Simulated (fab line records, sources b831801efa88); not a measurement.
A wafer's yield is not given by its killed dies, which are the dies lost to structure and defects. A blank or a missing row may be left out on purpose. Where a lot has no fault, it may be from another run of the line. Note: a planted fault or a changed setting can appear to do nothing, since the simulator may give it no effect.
What tool caused it? / flow sky130 / 14 lots with 42 wafers sampled at 3 steps, on a route of 708 steps

WHAT THE GAUGES SHOWED, per wafer
SKY_VT_ADJUST_NCORE_TW_MEAS_11. Usual: for VT_ADJUST_NCORE_TW the level is 219.8 and the standard deviation is 1.
lot=L900; measured=day 8 16:21; on=film_metro-01; VT_ADJUST_NCORE_TW=218.5 219.8 220.4; flag=
lot=L902; measured=day 9 09:59; on=film_metro-01; VT_ADJUST_NCORE_TW=219.3 218.8 218.7; flag=
lot=L904; measured=day 9 21:03; on=film_metro-02; VT_ADJUST_NCORE_TW=221.9 222.4 221.0; flag=
lot=L905; measured=day 10 03:55; on=film_metro-02; VT_ADJUST_NCORE_TW=222.5 219.8 221.3; flag=
lot=L906; measured=day 10 09:56; on=film_metro-02; VT_ADJUST_NCORE_TW=220.2 220.5 220.9; flag=
lot=L907; measured=day 10 15:37; on=film_metro-01; VT_ADJUST_NCORE_TW=220.3 221.9 221.7; flag=
lot=L908; measured=day 11 08:43; on=film_metro-02; VT_ADJUST_NCORE_TW=220.2 219.6 217.7; flag=
lot=L909; measured=day 11 11:10; on=film_metro-01; VT_ADJUST_NCORE_TW=220.9 219.5 219.7; flag=
lot=L912; measured=day 12 08:18; on=film_metro-04; VT_ADJUST_NCORE_TW=220.4 220.4 219.3; flag=
lot=L913; measured=day 12 16:59; on=film_metro-01; VT_ADJUST_NCORE_TW=220.1 220.4 218.9; flag=
lot=L919; measured=day 14 13:44; on=film_metro-01; VT_ADJUST_NCORE_TW=219.8 219.6 218.9; flag=
lot=L921; measured=day 15 05:44; on=film_metro-04; VT_ADJUST_NCORE_TW=218.7 220.2 220.7; flag=
lot=L922; measured=day 15 12:56; on=film_metro-02; VT_ADJUST_NCORE_TW=219.8 219.0 220.5; flag=
lot=L923; measured=day 15 19:20; on=film_metro-02; VT_ADJUST_NCORE_TW=218.5 218.8 220.6; flag=

SKY_SONOS_ONO_CD_MEAS_13: the cd target is 410 nm. Usual: cd_nm at 410.7 nm, with a standard deviation of 2.5.
lot=L900; measured=day 12 21:26; on=cd_sem-01; cd_nm (nm)=410.1 409.0 410.2; flag=
lot=L902; measured=day 13 18:20; on=cd_sem-01; cd_nm (nm)=415.3 411.9 412.4; flag=
lot=L904; measured=day 14 07:40; on=cd_sem-02; cd_nm (nm)=412.1 414.1 415.2; flag=
lot=L905; measured=day 14 14:15; on=cd_sem-01; cd_nm (nm)=412.6 414.6 411.6; flag=
lot=L906; measured=day 14 23:43; on=cd_sem-01; cd_nm (nm)=404.6 407.1 404.6; flag=
lot=L907; measured=day 15 02:28; on=cd_sem-01; cd_nm (nm)=413.5 411.0 412.0; flag=
lot=L908; measured=day 16 03:27; on=cd_sem-02; cd_nm (nm)=409.9 410.4 410.2; flag=
lot=L909; measured=day 16 03:08; on=cd_sem-02; cd_nm (nm)=410.0 411.5 411.4; flag=
lot=L912; measured=day 17 19:10; on=cd_sem-02; cd_nm (nm)=407.2 407.2 407.0; flag=
lot=L913; measured=day 17 19:32; on=cd_sem-02; cd_nm (nm)=411.6 412.3 411.0; flag=
lot=L919; measured=day 19 15:39; on=cd_sem-02; cd_nm (nm)=410.3 409.4 408.5; flag=
lot=L921; measured=day 20 09:04; on=cd_sem-01; cd_nm (nm)=409.4 407.5 408.1; flag=
lot=L922; measured=day 20 17:13; on=cd_sem-01; cd_nm (nm)=408.9 407.6 410.7; flag=
lot=L923; measured=day 20 22:31; on=cd_sem-01; cd_nm (nm)=411.3 409.4 410.4; flag=

SKY_RES_PROTECT_TW_MEAS_08. Usual: for POLY_GATE_TW the level is 4047 and the standard deviation is 26.
lot=L900; measured=day 15 10:21; on=film_metro-03; POLY_GATE_TW=4000 4024 3988; flag=
lot=L902; measured=day 16 15:13; on=film_metro-02; POLY_GATE_TW=4080 4058 4046; flag=
lot=L904; measured=day 16 21:23; on=film_metro-02; POLY_GATE_TW=4054 4073 4076; flag=
lot=L905; measured=day 17 05:22; on=film_metro-02; POLY_GATE_TW=4046 4055 4038; flag=
lot=L906; measured=day 17 15:35; on=film_metro-03; POLY_GATE_TW=4003 3992 3961; flag=
lot=L907; measured=day 17 17:55; on=film_metro-03; POLY_GATE_TW=4002 3990 3996; flag=
lot=L908; measured=day 18 19:52; on=film_metro-02; POLY_GATE_TW=4032 4019 4048; flag=
lot=L909; measured=day 18 19:43; on=film_metro-04; POLY_GATE_TW=4056 4071 4078; flag=
lot=L912; measured=day 20 13:02; on=film_metro-02; POLY_GATE_TW=4081 4061 4050; flag=
lot=L913; measured=day 20 14:55; on=film_metro-02; POLY_GATE_TW=4066 4026 4049; flag=
lot=L919; measured=day 22 08:38; on=film_metro-03; POLY_GATE_TW=4031 4031 4023; flag=
lot=L921; measured=day 23 04:35; on=film_metro-03; POLY_GATE_TW=4052 4045 4045; flag=
lot=L922; measured=day 23 12:40; on=film_metro-04; POLY_GATE_TW=4065 4064 4078; flag=
lot=L923; measured=day 23 16:08; on=film_metro-02; POLY_GATE_TW=4065 4089 4044; flag=

EACH LOT AND THE TOOL THAT RAN IT (in order: tool; ch and the chambers of the sampled wafers; start)
Before these readings, the record contains no process step.

WHAT THE TOOLS THEMSELVES READ (means of the sampled wafers that have a number; where no wafer has one, the mark that the record gives instead)
The record holds no such reading with a usual standard deviation.

THE ANSWER, worked out from the rows above alone
Rule: lot off if the mean of its wafers having a number is beyond 3 standard deviations from the usual mean. A lot without any number at a reading at which 4 lots or more have one is off too. Any other lot the step has rows for is counted as sound. First the gauges in route order, then the tools' own readings, where a lot's mean is used as printed above. The first step at which some lot is off is used, and at that step the reading that is off furthest; a lot without a number counts as furthest.
No lot is off on any of the readings shown, so nothing can be concluded from this.

WHAT THE SIMULATOR HAD INSERTED
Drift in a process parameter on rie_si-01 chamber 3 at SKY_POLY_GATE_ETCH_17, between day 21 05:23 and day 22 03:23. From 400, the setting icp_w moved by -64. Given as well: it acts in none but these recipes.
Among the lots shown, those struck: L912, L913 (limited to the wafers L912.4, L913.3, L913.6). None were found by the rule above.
